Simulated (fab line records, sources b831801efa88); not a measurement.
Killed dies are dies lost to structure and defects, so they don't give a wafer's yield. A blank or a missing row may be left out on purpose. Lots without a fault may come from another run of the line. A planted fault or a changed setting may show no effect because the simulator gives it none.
Chamber matching | flow sky130 | SKY_CAPM_CVD_00 on pecvd-03: 3 sister chambers
The step deposits SiO2, target thk 15.5 nm. 18 wafers are shown with their chamber, then 9 later ones without.

WAFERS WITH THEIR CHAMBER
wafer  | chamber | heater_power_w (W)
L074.3 | 1       | 826
L074.5 | 0       | 742
L074.6 | 1       | 831
L080.1 | 0       | 736
L080.2 | 1       | 820
L080.5 | 0       | 719
L087.1 | 2       | 727
L087.2 | 0       | 655
L087.5 | 2       | 724
L086.4 | 0       | 704
L086.5 | 1       | 880
L086.6 | 2       | 689
L090.1 | 2       | 711
L090.2 | 0       | 625
L090.3 | 1       | 868
L090.4 | 1       | 855
L090.5 | 2       | 710
L090.6 | 0       | 637

SIGNATURES (means of the wafers above)
reading        | chamber 0 | chamber 1 | chamber 2 | scatter within a chamber
heater_power_w | 688.29    | 846.67    | 712.20    | 34.7
Rule: a wafer's distance from a chamber is the root of the sum, over the readings, of the square of ((its reading less the chamber's mean) divided by the reading's scatter). The wafer belongs to the nearest chamber; if the next one is less than 2 further off, it can't be placed. The scatter: the root of (the sum of the squares of (reading less its chamber's mean) over the shown wafers, divided by (wafers less chambers)).

WAFERS WITHOUT THEIR CHAMBER
wafer  | heater_power_w (W)
L091.2 | 664
L091.3 | 734
L091.5 | 740
L092.1 | 854
L092.2 | 739
L092.6 | 877
L096.3 | 726
L096.5 | 848
L096.6 | 738

WHICH CHAMBER EACH WENT THROUGH
wafer  | from the rows above     | in truth
L091.2 | can't be placed: 0 or 2 | 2
L091.3 | can't be placed: 2 or 0 | 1
L091.5 | can't be placed: 2 or 0 | 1
L092.1 | 1                       | 1
L092.2 | can't be placed: 2 or 0 | 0
L092.6 | 1                       | 1
L096.3 | can't be placed: 2 or 0 | 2
L096.5 | 1                       | 1
L096.6 | can't be placed: 2 or 0 | 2
Placed correctly: 3 of 9. Can't be placed from these rows: 6 (the true chamber is among the candidates in 4). Placed wrongly: 0.
